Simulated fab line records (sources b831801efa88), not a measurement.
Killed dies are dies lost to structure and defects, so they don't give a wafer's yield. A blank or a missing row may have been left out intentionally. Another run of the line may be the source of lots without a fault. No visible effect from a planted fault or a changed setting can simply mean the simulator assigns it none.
8D (eight disciplines) problem report, filled in by code | flow gf180mcu | the parts of the form that need people (team, actions taken, sign-off) are left out

== 1. WHAT WENT WRONG ==
Mean of heaterPowerTotalW at GF_VT_IMPLANT_SOFTBAKE_03: 59.48 W across 4 wafers in 2 lots; on wafers with no fault it is 56.59 W (standard deviation 0.047). That puts it +61 standard deviations away from the usual mean.
The step: time 60 s.
Earliest sighting: wafer L786.1 on lithoTrack-04 at day 9 05:16. At this step, 42 wafers from 14 lots have a number in the record. Rule for "out" (also "out of limits"): further than 4 standard deviations from the usual mean. All remaining wafers that have a number are taken as sound.

== 2. WHAT IT IS AND WHAT IT IS NOT ==
question                    | is                             | is not
which readings at this step | heaterPowerTotalW, runLengthS  | chillPlateTempC
which lots                  | L786, L788                     | L771, L772, L773, L774, L775, L776, L777, L781, L783, L784, L787, L794
which wafers of those lots  | L786.1, L786.3, L788.3, L788.4 | L786.2, L788.5
read on which tools         | lithoTrack-04                  | lithoTrack-01, lithoTrack-03
when                        | from day 9 05:16               | up to then (31 sound wafers); but 7 sound wafers of L787, L788, L794 came after

== 3. THE SUSPECTS, EACH WITH WHAT RULES IT OUT ==
Counting: a tool at a process step up to the reading stays a suspect if it ran every lot that is out. Sound lots after the first of them don't rule it out here, since some wafers of a struck lot are sound.
- lithoTrack-04 at GF_VT_IMPLANT_SOFTBAKE_03 (time 60 s): kept. Every lot that is out went through it, the first being L786 (day 9 05:16); the last sound lot it ran before that was L783 (day 8 10:29). Its own readings are out on those wafers: heaterPowerTotalW, runLengthS.
The count leaves lithoTrack-04 at GF_VT_IMPLANT_SOFTBAKE_03.

== 4. THE CAUSE (what the simulator had put in) ==
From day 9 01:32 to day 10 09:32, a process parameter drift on lithoTrack-04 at GF_VT_IMPLANT_SOFTBAKE_03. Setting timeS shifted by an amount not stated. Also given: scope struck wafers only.
This tool alone remained once counting was done.

== 5. THE EFFECT CHAIN, in route order ==
One row per reading whose mean, taken over the struck wafers that have a number, lies over 3 standard deviations from the usual. Only readings for which the record gives a usual standard deviation are gone through. hours: the time from each lot's start at the first step in this table that gives one to its start at this step, as a median over the lots. sigmas: the change in usual standard deviations.
hours | step                      | reading           | usual   | on struck wafers | change | sigmas
0     | GF_VT_IMPLANT_SOFTBAKE_03 | heaterPowerTotalW | 56.59 W | 59.48            | +2.88  | +61
0     | GF_VT_IMPLANT_SOFTBAKE_03 | runLengthS        | 89.04 s | 81.14            | -7.91  | -49
The process steps in it:
- GF_VT_IMPLANT_SOFTBAKE_03: time 60 s.

== 6. HOW IT WOULD HAVE BEEN CAUGHT EARLIER ==
4 hours passed between the start of the fault at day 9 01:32 and the first reading out of limits in this record, taken at day 9 05:16.
